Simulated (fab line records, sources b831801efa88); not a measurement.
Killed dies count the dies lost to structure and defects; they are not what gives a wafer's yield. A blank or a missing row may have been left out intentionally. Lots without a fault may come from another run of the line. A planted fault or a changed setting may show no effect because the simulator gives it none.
fab line records | flow sky130
record: lots: 7 wafers: 21 lastDay: 50
route steps=708 shown VT_ADJUST_HVTP@93 VT_ADJUST_LVTN@97 PAD_OPEN@708
lots untouched by any fault: they come from a run of this same line in which no faults occurred
startH: hours from the record's opening day to when the first of the lot's shown wafers began | waitH: hours from the lot's prior step to this one | " same as the row above | L1.1+2: one row covering several wafers at once | - no value, or no start was given | * or withheld: withheld | < > ~ a bound
route shown NAME@n: a module of which the file shows steps, and the number in the route of the first | usual: mean and standard deviation over wafers with no fault | same: alike in all rows | chamber/n: place in a boat | sites: each site's reading | _std_site: how widely they spread, as a standard deviation | _edge_site: inner sites' mean taken away from outer sites' mean | radiusMm: for every site, how far away it sits from the centre of the wafer | mask NAME#n: copy n | behind: the tool/chamber that last shaped the wafer | hold: reason for holding the lot/hours on hold/outcome of the hold | device: transistor that didn't switch, given as n, p or np | end of line: at the end of the route, the tests of the same wafers | step lacking rows: just its recipe | killed: the dies lost at the first sort to structure and to defects; this is not the yield of the wafer | map: a wafer's dies, marking killed ones x, the rest . and places with no die _
set.NAME: the setting as run; set.NAME@STEP: as run at that earlier step | model.NAME: the simulator's own value behind a step, which no gauge read
lots at some steps of the route; a table a step, a row a wafer
services: the hour from which a tool's chamber was out of use, counted from the record's first day as startH (under 0 if before that day), plus the number of hours and why
== steps ==
step: SKY_VT_ADJUST_HVTP_OVL_MEAS_08
usual: VT_ADJUST_HVTP_OVL: -0.5/1.4
columns lot.wafer tool chamber startH waitH VT_ADJUST_HVTP_OVL[nm]
L696.1 overlay-02 - 161.81 0.1 -0.4
L696.4 " - " " 0.4
L696.6 " - " " -0.7
L698.1 overlay-02 - 171.52 0.1 -1.5
L698.2 " - " " -1.2
L698.5 " - " " -1.3
L707.3 overlay-02 - 238.68 0.1 -0.5
L707.5 " - " " -1.5
L707.6 " - " " -0.7
L708.1 overlay-02 - 239.46 0.1 2.0
L708.3 " - " " -0.5
L708.5 " - " " -0.5
L709.3 overlay-01 - 242.37 0.1 -2.0
L709.4 " - " " -0.3
L709.5 " - " " -2.7
L711.2 overlay-02 - 252.12 0.1 -0.2
L711.3 " - " " 1.4
L711.5 " - " " -0.7
L713.1 overlay-02 - 265.02 0.1 1.2
L713.3 " - " " -0.2
L713.4 " - " " -1.0
step: SKY_VT_ADJUST_HVTP_IMPLANT_09
recipe: species: As energyKev: 150 doseCm2: 4.3e+12 tiltDeg: withheld
step: SKY_VT_ADJUST_HVTP_STRIP_10
recipe: chemistry: O2/N2 powerW: 1400 pressureMtorr: 1500 platenTempC: withheld o2FlowSccm: 3000 n2FlowSccm: 300 overashFraction: 0.5
usual: drypumpMotorCurrentA: 6.1/0.45 oesProductAu: 0.716/0.0041 stripTimeToEndpointS: 14.21/0.041
columns lot.wafer tool chamber startH waitH drypumpMotorCurrentA oesProductAu rfHoursCounterH stripTimeToEndpointS
L696.1 plasmaAsher-02 1 162.00 0.1 6.2 0.705 39 14.14
L696.4 " 0 " " 5.4 0.714 - 14.14
L696.6 " 0 " " 5.4 0.718 - 14.18
L698.1 plasmaAsher-02 0 171.71 0.1 5.4 0.723 40 14.24
L698.2 " 1 " " 6.2 0.720 40 14.25
L698.5 " 1 " " 6.3 0.711 - 14.23
L707.3 plasmaAsher-04 0 238.89 0.1 5.9 0.721 - 14.20
L707.5 " 0 " " 5.9 0.718 - 14.20
L707.6 " 1 " " 6.4 0.713 - 14.24
L708.1 plasmaAsher-04 1 239.66 0.1 6.4 0.712 57 14.22
L708.3 " 0 " " 5.9 0.713 - 14.24
L708.5 " 0 " " 5.9 0.714 - 14.23
L709.3 plasmaAsher-02 1 242.58 0.1 6.2 0.719 - 14.18
L709.4 " 0 " " 5.4 0.719 - 14.23
L709.5 " 1 " " 6.2 0.722 - 14.22
L711.2 plasmaAsher-04 1 252.30 0.1 6.4 0.718 59 14.24
L711.3 " 0 " " 5.9 0.719 - 14.25
L711.5 " 1 " " 6.4 0.712 - 14.21
L713.1 plasmaAsher-02 1 265.21 0.1 6.2 0.715 51 14.22
L713.3 " 0 " " 5.4 0.702 - 14.19
L713.4 " 1 " " 6.2 0.718 - 14.22
step: SKY_VT_ADJUST_HVTP_TW_MEAS_11
usual: VT_ADJUST_HVTP_TW: 1356/10
columns lot.wafer tool chamber startH waitH VT_ADJUST_HVTP_TW
L696.1 filmMetro-04 - 162.10 0.1 1340
L696.4 " - " " 1349
L696.6 " - " " 1342
L698.1 filmMetro-03 - 171.81 0.1 1367
L698.2 " - " " 1378
L698.5 " - " " 1367
L707.3 filmMetro-04 - 238.98 0.1 1343
L707.5 " - " " 1349
L707.6 " - " " 1347
L708.1 filmMetro-04 - 239.76 0.1 1336
L708.3 " - " " 1345
L708.5 " - " " 1341
L709.3 filmMetro-04 - 242.67 0.1 1347
L709.4 " - " " 1342
L709.5 " - " " 1345
L711.2 filmMetro-03 - 252.41 0.1 1353
L711.3 " - " " 1365
L711.5 " - " " 1366
L713.1 filmMetro-04 - 265.31 0.1 1354
L713.3 " - " " 1364
L713.4 " - " " 1354
step: SKY_VT_ADJUST_LVTN_DEHYDRATE_00
recipe: tempC: 200 timeS: 60
step: SKY_VT_ADJUST_LVTN_HMDS_01
recipe: primeTimeS: 60 primeTempC: 120
step: SKY_VT_ADJUST_LVTN_COAT_02
recipe: spinRpm: 2000 resistThkNm: 3000
step: SKY_VT_ADJUST_LVTN_SOFTBAKE_03
recipe: tempC: 110 timeS: withheld
step: SKY_VT_ADJUST_LVTN_EXPOSE_04
recipe: maskId: NWM_COMPLEMENT_LESS_NATIVE na: 0.6 sourceShape: conventional sigmaOuter: 0.6 polarization: unpolarized targetCdNm: 840 doseMj: 194
step: SKY_VT_ADJUST_LVTN_PEB_05
recipe: tempC: 115 timeS: withheld
step: SKY_VT_ADJUST_LVTN_DEVELOP_06
recipe: wallAngleDeg: 90 developer: TMAH developTimeS: 60 devTempC: 23
step: SKY_VT_ADJUST_LVTN_OVL_MEAS_07
usual: VT_ADJUST_LVTN_OVL: -0.6/1.3
columns lot.wafer tool chamber startH waitH VT_ADJUST_LVTN_OVL[nm]
L696.1 overlay-01 - 182.74 - -0.3
L696.4 " - " " -1.0
L696.6 " - " " 1.1
L698.1 overlay-01 - 193.48 - -0.8
L698.2 " - " " -0.6
L698.5 " - " " -1.2
L707.3 overlay-01 - 262.26 - -0.7
L707.5 " - " " -2.0
L707.6 " - " " -3.7
L708.1 overlay-02 - 263.29 - -0.3
L708.3 " - " " 0.9
L708.5 " - " " -0.2
L709.3 overlay-02 - 266.29 - 1.0
L709.4 " - " " -0.4
L709.5 " - " " 0.3
L711.2 overlay-02 - 276.95 - -1.3
L711.3 " - " " 0.3
L711.5 " - " " 0.3
L713.1 overlay-02 - 289.49 - 1.0
L713.3 " - " " -1.7
L713.4 " - " " 1.9
step: SKY_VT_ADJUST_LVTN_IMPLANT_08
recipe: species: B energyKev: 30 doseCm2: 1.57e+12 tiltDeg: withheld
usual: doseIonsCm2: 1.5697e+12/1.6e+09 faradayCurrentUA: 8.86/0.16
columns lot.wafer tool chamber startH waitH doseIonsCm2 faradayCurrentUA
L696.1 implanter-03 0 182.78 0.0 1.5698e+12 9.01
L696.4 " 0 " " 1.5718e+12 8.80
L696.6 " 0 " " 1.5707e+12 8.85
L698.1 implanter-02 0 193.52 0.0 1.5651e+12 8.59
L698.2 " 0 " " 1.5677e+12 8.81
L698.5 " 0 " " 1.5679e+12 9.02
L707.3 implanter-03 0 262.33 0.1 2.0344e+12 11.51
L707.5 " 0 " " 2.0368e+12 11.40
L707.6 " 0 " " 2.0331e+12 11.85
L708.1 implanter-03 0 263.33 0.0 2.038e+12 11.57
L708.3 " 0 " " 2.0353e+12 11.37
L708.5 " 0 " " 2.0331e+12 11.20
L709.3 implanter-03 0 266.36 0.1 2.0321e+12 11.02
L709.4 " 0 " " 2.0343e+12 11.78
L709.5 " 0 " " 2.0302e+12 11.64
L711.2 implanter-01 0 277.00 0.0 1.5677e+12 8.47
L711.3 " 0 " " 1.5693e+12 8.61
L711.5 " 0 " " 1.5694e+12 8.94
L713.1 implanter-02 0 289.53 0.0 1.5693e+12 8.65
L713.3 " 0 " " 1.5681e+12 9.18
L713.4 " 0 " " 1.5684e+12 8.98
step: SKY_VT_ADJUST_LVTN_STRIP_09
recipe: chemistry: O2/N2 powerW: 1400 pressureMtorr: 1500 platenTempC: withheld o2FlowSccm: 3000 n2FlowSccm: 300 overashFraction: 0.5
usual: drypumpMotorCurrentA: 6.1/0.41 oesProductAu: 0.722/0.0047 stripTimeToEndpointS: 36.93/0.15
columns lot.wafer tool chamber startH waitH drypumpMotorCurrentA oesProductAu rfHoursCounterH stripTimeToEndpointS
L696.1 plasmaAsher-03 0 182.93 0.1 6.2 0.722 6 36.97
L696.4 " 0 " " 6.1 0.724 - 36.90
L696.6 " 0 " " 6.1 0.712 - 36.80
L698.1 plasmaAsher-04 1 193.67 0.1 6.4 0.727 54 36.86
L698.2 " 0 " " 5.9 0.727 54 36.86
L698.5 " 1 " " 6.4 0.724 - 36.94
L707.3 plasmaAsher-04 0 262.47 0.1 5.9 0.720 - 37.04
L707.5 " 1 " " 6.4 0.719 - 37.16
L707.6 " 0 " " 5.9 0.722 - 37.17
L708.1 plasmaAsher-01 1 263.48 0.1 5.7 0.724 49 36.73
L708.3 " 0 " " 6.7 0.716 - 36.73
L708.5 " 1 " " 5.8 0.730 - 36.87
L709.3 plasmaAsher-04 1 266.50 0.1 6.4 0.729 - 37.12
L709.4 " 0 " " 5.9 0.723 - 37.21
L709.5 " 1 " " 6.4 0.720 - 37.22
L711.2 plasmaAsher-03 1 277.13 0.1 5.5 0.724 13 36.87
L711.3 " 1 " " 5.5 0.728 - 36.77
L711.5 " 0 " " 6.1 0.725 - 36.89
L713.1 plasmaAsher-04 1 289.68 0.1 6.4 0.731 63 36.87
L713.3 " 1 " " 6.4 0.721 - 36.93
L713.4 " 0 " " 5.9 0.726 - 36.89
step: SKY_VT_ADJUST_LVTN_TW_MEAS_10
usual: VT_ADJUST_LVTN_TW: 244/4
columns lot.wafer tool chamber startH waitH VT_ADJUST_LVTN_TW
L696.1 filmMetro-01 - 183.03 0.1 248
L696.4 " - " " 248
L696.6 " - " " 249
L698.1 filmMetro-01 - 193.77 0.1 248
L698.2 " - " " 249
L698.5 " - " " 249
L707.3 filmMetro-04 - 262.55 0.1 258
L707.5 " - " " 258
L707.6 " - " " 258
L708.1 filmMetro-04 - 263.58 0.1 259
L708.3 " - " " 257
L708.5 " - " " 259
L709.3 filmMetro-03 - 266.58 0.1 261
L709.4 " - " " 262
L709.5 " - " " 260
L711.2 filmMetro-01 - 277.24 0.1 247
L711.3 " - " " 248
L711.5 " - " " 248
L713.1 filmMetro-03 - 289.78 0.1 242
L713.3 " - " " 243
L713.4 " - " " 244
step: SKY_VT_ADJUST_LVTN_DEHYDRATE_11
recipe: tempC: 200 timeS: 60
step: SKY_PAD_OPEN_PROBE_99
usual: killed_at_M0_to_M3: 44/6.6 killed_at_M4_up: 3.4/1.9 killedAtContacts: 25/5.6 killedAtFrontEnd: 15/4.6 killedAtOther: 0.3/0.6 killedDies: 88/9.5 killedOpen: 47/7.1 killedShort: 40/6.4
same: grossDies: 492 killedAtBackSide: 0
columns lot.wafer tool chamber startH waitH killed_at_M0_to_M3 killed_at_M4_up killedAtContacts killedAtFrontEnd killedAtOther killedDies killedOpen killedShort model.etest.nfet_01v8_lvt.vtSatV model.etest.nfet_01v8_lvt.vtLongV model.etest.nfet_01v8_lvt.bodyRiseV
L696.1 prober-02 - 1112.86 0.1 36 2 28 23 0 89 52 37 0.5385 0.4471 0.1478
L696.4 prober-02 - 1113.01 0.2 38 6 33 22 0 99 61 38 0.5434 0.4459 0.1478
L696.6 prober-02 - 1113.11 0.2 47 3 19 18 0 87 45 42 0.5524 0.441 0.1458
L698.1 prober-02 - 1121.08 0.1 39 5 28 19 0 91 48 43 0.552 0.4414 0.1486
L698.2 prober-02 - 1121.13 0.1 34 3 20 13 0 70 35 35 0.5452 0.4338 0.1438
L698.5 prober-02 - 1121.28 0.2 39 4 25 22 0 90 45 45 0.5534 0.4434 0.1494
L707.3 prober-01 - 1175.86 0.2 48 7 24 9 0 88 41 47 0.5423 0.4517 0.1516
L707.5 prober-01 - 1175.96 0.2 47 3 15 19 3 87 36 49 0.5444 0.4498 0.153
L707.6 prober-01 - 1176.01 0.2 39 6 24 24 0 93 44 49 0.5344 0.4486 0.1517
L708.1 prober-02 - 1182.44 0.1 39 5 20 16 1 81 46 35 0.5563 0.4506 0.1529
L708.3 prober-02 - 1182.54 0.2 40 3 13 11 0 67 40 27 0.557 0.4516 0.1551
L708.5 prober-02 - 1182.64 0.2 39 4 29 16 1 89 47 42 0.563 0.4586 0.1548
L709.3 prober-02 - 1184.21 0.2 54 4 26 13 0 97 57 40 0.5592 0.4604 0.1562
L709.4 prober-02 - 1184.26 0.2 44 2 19 12 1 78 40 38 0.5565 0.4507 0.1563
L709.5 prober-02 - 1184.31 0.2 48 3 30 13 0 94 55 39 0.5691 0.4565 0.1539
L711.2 prober-02 - 1187.22 0.1 37 2 25 16 0 80 43 37 0.5328 0.4446 0.1467
L711.3 prober-02 - 1187.27 0.2 54 5 30 10 0 99 48 51 0.5383 0.4458 0.1493
L711.5 prober-02 - 1187.37 0.2 43 5 31 22 0 101 59 42 0.5468 0.4476 0.1498
L713.1 prober-02 - 1193.04 0.1 55 5 18 16 0 94 50 44 0.526 0.4403 0.1522
L713.3 prober-02 - 1193.14 0.2 49 7 24 7 0 87 46 41 0.5282 0.4392 0.1458
L713.4 prober-02 - 1193.19 0.2 40 4 33 13 0 90 48 42 0.5284 0.441 0.148
killed by level:class
L696.1 VIA1:geometricParticle:open=15 LI_CONTACT:geometricParticle:open=10 CONTACT:geometricParticle:open=9 FIELD_ISO:geometricParticle:short=6 METAL3:geometricParticle:short=6 FIELD_ISO:geometricParticle:open=5 POLY_GATE:geometricParticle:open=5 POLY_GATE:geometricParticle:short=4
L696.4 CONTACT:geometricParticle:open=16 VIA2:geometricParticle:open=10 LI_CONTACT:geometricParticle:open=9 VIA1:geometricParticle:open=9 SPACER:geometricParticle:short=6 VIA3:geometricParticle:open=5 FIELD_ISO:geometricParticle:open=4 FIELD_ISO:geometricParticle:short=4
L696.6 VIA1:geometricParticle:open=9 CONTACT:geometricParticle:open=7 VIA1:geometricParticle:short=6 POLY_GATE:geometricParticle:open=5 LI_CONTACT:geometricParticle:open=5 VIA3:geometricParticle:short=5 VIA3:geometricParticle:open=5 METAL3:geometricParticle:short=4
L698.1 VIA1:geometricParticle:open=15 CONTACT:geometricParticle:open=8 CONTACT:geometricParticle:short=7 FIELD_ISO:geometricParticle:short=6 FIELD_ISO:geometricParticle:open=5 LI_CONTACT:geometricParticle:open=5 METAL1:geometricParticle:short=5 LOCAL_INTERCONNECT:geometricParticle:short=4
L698.2 VIA1:geometricParticle:open=9 LI_CONTACT:geometricParticle:open=9 POLY_GATE:geometricParticle:short=6 METAL2:geometricParticle:short=6 VIA2:geometricParticle:open=6 CONTACT:geometricParticle:open=5 CONTACT:geometricParticle:short=4 FIELD_ISO:geometricParticle:short=3
L698.5 VIA1:geometricParticle:open=10 LI_CONTACT:geometricParticle:open=8 LOCAL_INTERCONNECT:geometricParticle:short=6 VIA2:geometricParticle:open=6 POLY_GATE:geometricParticle:short=5 POLY_GATE:geometricParticle:open=5 VIA1:geometricParticle:short=5 CONTACT:geometricParticle:short=5
L707.3 CONTACT:geometricParticle:open=9 METAL1:geometricParticle:short=8 VIA1:geometricParticle:open=8 METAL4:geometricParticle:short=7 VIA3:geometricParticle:open=7 VIA1:geometricParticle:short=5 METAL2:geometricParticle:short=5 VIA2:geometricParticle:open=5
L707.5 METAL2:geometricParticle:short=8 VIA3:geometricParticle:open=7 METAL1:geometricParticle:short=7 POLY_GATE:geometricParticle:short=6 LI_CONTACT:geometricParticle:open=5 VIA1:geometricParticle:open=5 VIA2:geometricParticle:open=5 VIA1:geometricParticle:short=4
L707.6 CONTACT:geometricParticle:open=10 VIA3:geometricParticle:open=8 FIELD_ISO:geometricParticle:short=6 POLY_CUT:geometricParticle:short=5 METAL1:geometricParticle:short=5 FIELD_ISO:geometricParticle:open=4 LI_CONTACT:geometricParticle:short=4 LOCAL_INTERCONNECT:geometricParticle:short=4
L708.1 CONTACT:geometricParticle:open=11 METAL1:geometricParticle:short=10 FIELD_ISO:geometricParticle:open=7 VIA1:geometricParticle:open=7 LI_CONTACT:geometricParticle:open=5 VIA3:geometricParticle:open=5 VIA2:geometricParticle:open=4 METAL1:geometricParticle:open=4
L708.3 VIA1:geometricParticle:open=9 VIA3:geometricParticle:open=8 CONTACT:geometricParticle:open=5 VIA2:geometricParticle:open=5 METAL2:geometricParticle:short=4 FIELD_ISO:geometricParticle:open=3 LI_CONTACT:geometricParticle:open=3 METAL1:geometricParticle:short=3
L708.5 CONTACT:geometricParticle:open=13 VIA1:geometricParticle:open=10 LI_CONTACT:geometricParticle:open=6 FIELD_ISO:geometricParticle:open=5 VIA1:geometricParticle:short=5 VIA2:geometricParticle:open=5 FIELD_ISO:geometricParticle:short=4 LOCAL_INTERCONNECT:geometricParticle:short=4
L709.3 VIA1:geometricParticle:open=13 CONTACT:geometricParticle:open=9 VIA2:geometricParticle:open=9 METAL1:geometricParticle:short=9 VIA1:geometricParticle:short=8 VIA3:geometricParticle:open=8 LI_CONTACT:geometricParticle:open=6 LI_CONTACT:geometricParticle:short=5
L709.4 VIA1:geometricParticle:open=9 CONTACT:geometricParticle:open=8 VIA1:geometricParticle:short=7 METAL2:geometricParticle:short=6 VIA2:geometricParticle:open=5 VIA3:geometricParticle:open=5 LI_CONTACT:geometricParticle:open=4 LOCAL_INTERCONNECT:geometricParticle:short=4
L709.5 CONTACT:geometricParticle:open=16 VIA1:geometricParticle:open=12 LI_CONTACT:geometricParticle:open=8 METAL1:geometricParticle:short=7 FIELD_ISO:geometricParticle:short=6 VIA2:geometricParticle:open=6 METAL3:geometricParticle:short=6 VIA1:geometricParticle:short=5
L711.2 VIA1:geometricParticle:open=10 LI_CONTACT:geometricParticle:open=9 CONTACT:geometricParticle:open=8 METAL2:geometricParticle:short=6 VIA1:geometricParticle:short=5 VIA3:geometricParticle:open=4 CONTACT:geometricParticle:short=4 FIELD_ISO:geometricParticle:short=3
L711.3 VIA1:geometricParticle:open=10 CONTACT:geometricParticle:open=9 VIA3:geometricParticle:short=8 CONTACT:geometricParticle:short=7 LOCAL_INTERCONNECT:geometricParticle:short=6 METAL2:geometricParticle:short=6 VIA2:geometricParticle:open=6 LI_CONTACT:geometricParticle:open=5
L711.5 VIA1:geometricParticle:open=12 POLY_GATE:geometricParticle:open=9 CONTACT:geometricParticle:open=9 LI_CONTACT:geometricParticle:open=8 LI_CONTACT:geometricParticle:short=8 VIA3:geometricParticle:open=8 FIELD_ISO:geometricParticle:open=6 METAL1:geometricParticle:short=6
L713.1 VIA1:geometricParticle:open=12 METAL1:geometricParticle:short=7 VIA2:geometricParticle:open=7 CONTACT:geometricParticle:open=6 VIA1:geometricParticle:short=6 VIA3:geometricParticle:open=6 LI_CONTACT:geometricParticle:open=5 FIELD_ISO:geometricParticle:open=4
L713.3 VIA1:geometricParticle:open=13 CONTACT:geometricParticle:open=9 CONTACT:geometricParticle:short=7 METAL2:geometricParticle:short=7 VIA2:geometricParticle:open=6 VIA2:geometricParticle:short=5 METAL3:geometricParticle:short=5 VIA3:geometricParticle:open=5
L713.4 LI_CONTACT:geometricParticle:open=12 LOCAL_INTERCONNECT:geometricParticle:short=9 CONTACT:geometricParticle:open=9 METAL2:geometricParticle:short=7 VIA3:geometricParticle:open=7 VIA2:geometricParticle:open=6 METAL1:geometricParticle:short=6 VIA1:geometricParticle:open=6
== services ==
columns tool chamber startH hours kind
plasmaAsher-04 - 146.51 0.4 repair
plasmaAsher-02 - 153.94 6.1 repair
plasmaAsher-01 - 158.02 2.8 pm
implanter-02 - 172.07 2.4 repair
plasmaAsher-03 - 199.45 14.6 pm
plasmaAsher-04 - 200.03 14.6 pm
implanter-03 - 225.79 8.1 repair
plasmaAsher-03 - 227.71 2.8 pm
plasmaAsher-02 - 243.81 0.6 repair
plasmaAsher-03 - 262.96 5.4 repair
implanter-01 - 280.23 2.8 pm
implanter-01 - 284.94 3.2 repair
implanter-01 - 288.93 1.1 repair
plasmaAsher-03 - 288.94 1.2 repair
== key ==
firstSign: step: SKY_VT_ADJUST_LVTN_IMPLANT_08 reading: doseIonsCm2 direction: up sigmas: 99+ usual: * struck: *
effect: step: SKY_VT_ADJUST_LVTN_IMPLANT_08 reading: faradayCurrentUA direction: up sigmas: 17 usual: 8.86 struck: 11.48
effect: step: SKY_VT_ADJUST_LVTN_TW_MEAS_10 reading: VT_ADJUST_LVTN_TW direction: up sigmas: 3.8 usual: 244 struck: 259
modelEffect: step: SKY_PAD_OPEN_PROBE_99 value: etest.nfet_01v8_lvt.vtSatV without: 0.5367 struck: 0.5536
metAt SKY_VT_ADJUST_LVTN_IMPLANT_08
struckWafers L707.3,L707.5,L707.6,L708.1,L708.3,L708.5,L709.3,L709.4,L709.5
testerLeftOut L707,L708,L709
onsetBetween 182.78 262.33
fault: kind: processParameterDrift tool: implanter-03 chamber: - onsetH: 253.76 steps: SKY_VT_ADJUST_LVTN_IMPLANT_08 channel: doseCm2 offset: * shape: step endH: 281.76 actsIn: * stated: *
testerLeftOut: of these lots the tester's yield and bins aren't shown, on N5 and GAA mostly nor the transistor test; their killed dies are dies lost to structure and defects alone, not to doping, threshold or leakage, so they don't give the yield
